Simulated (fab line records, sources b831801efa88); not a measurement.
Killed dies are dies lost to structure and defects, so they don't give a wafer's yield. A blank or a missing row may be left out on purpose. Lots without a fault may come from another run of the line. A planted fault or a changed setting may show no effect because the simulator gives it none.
A struck lot beside a sound one | flow sky130 | 15 steps out of a route of 708
Sound: wafers L729.1, L729.2, L729.5. Struck: wafers L735.1, L735.2, L735.6. The cause comes at the end.
At each step with rows: each side's tool, then ch and its chambers, then its first start. Under that, the readings that differ: sound wafers | struck wafers | difference of the means | sigmas: that difference in standard deviations of wafers without a fault.
alike: readings whose means differ by less than 2 such deviations, and words and numbers that are the same on both sides. not compared: withheld readings, readings that some wafer has no value for, bounds like >300 that may hide the same value, and numbers for which the record gives no deviation and whose values overlap.
The two part at a step that has a row with sigmas, a row that says differs or no value, or rows on one side only. Numbers that don't overlap but have no deviation are shown without sigmas and don't part them. A reading that every wafer of one side lacks parts them only if that side has two wafers or more.

SKY_SD_P_CD_MEAS_07: target cd 380 nm.
  sound on cd_sem-01, day 29 00:14; struck on cd_sem-01, day 31 03:02
  alike: cd_nm
SKY_SD_P_OVL_MEAS_08:
  sound on overlay-02, day 29 00:21; struck on overlay-02, day 31 03:09
  alike: SD_P_OVL
then, 1 step without rows for these wafers: SKY_SD_P_IMPLANT_09.
SKY_SD_P_STRIP_10: strips in O2/N2.
  sound on plasma_asher-01 ch 0,1, day 29 00:32; struck on plasma_asher-01 ch 0,1, day 31 03:20
  alike: drypump_motor_current_A, oes_product_au, strip_time_to_endpoint_s
  not compared: rf_hours_counter_h
SKY_SD_P_TW_MEAS_11:
  sound on film_metro-03, day 29 00:38; struck on film_metro-01, day 31 03:26
  alike: SD_P_TW
then, 7 steps without rows for these wafers: SKY_RES_XHIGH_DEHYDRATE_00 (time 60 s); SKY_RES_XHIGH_HMDS_01 (prime time 60 s); SKY_RES_XHIGH_COAT_02 (resist thk 1140 nm); SKY_RES_XHIGH_SOFTBAKE_03 (time 60 s); SKY_RES_XHIGH_EXPOSE_04 (exposes mask URPM, target cd 1270 nm); SKY_RES_XHIGH_PEB_05; SKY_RES_XHIGH_DEVELOP_06 (develop time 60 s).
SKY_RES_XHIGH_IMPLANT_07:
  sound on implanter-04 ch 0, day 30 05:17; struck on implanter-04 ch 0, day 32 07:11
  reading                   | sound                | struck               | difference | sigmas
  beam_energy_keV           | 19.998 20.005 20.004 | 18.881 18.876 18.882 | -1.123     | -99 or more
  model.implant.rp_nm (nm)  | 16.76 16.76 16.76    | 16.24 16.24 16.24    | -0.52      |
  model.implant.drp_nm (nm) | 9.746 9.746 9.746    | 9.359 9.359 9.359    | -0.387     |
  alike: beam_on_s
SKY_RES_XHIGH_STRIP_08: strips in O2/N2.
  sound on plasma_asher-01 ch 0,1, day 30 05:26; struck on plasma_asher-01 ch 0,1, day 32 07:20
  alike: drypump_motor_current_A, oes_product_au, strip_time_to_endpoint_s
  not compared: rf_hours_counter_h
SKY_PAD_OPEN_PROBE_99:
  the record has rows for the sound wafers here (prober-02, day 48 07:25) and none for the struck ones

WHERE THEY PART
First at SKY_RES_XHIGH_IMPLANT_07; last, within this record, at SKY_PAD_OPEN_PROBE_99.

WHY: what the simulator had put in
Process parameter drift: implanter-04, from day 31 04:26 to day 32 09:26, at SKY_RES_XHIGH_IMPLANT_07. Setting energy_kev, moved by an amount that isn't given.
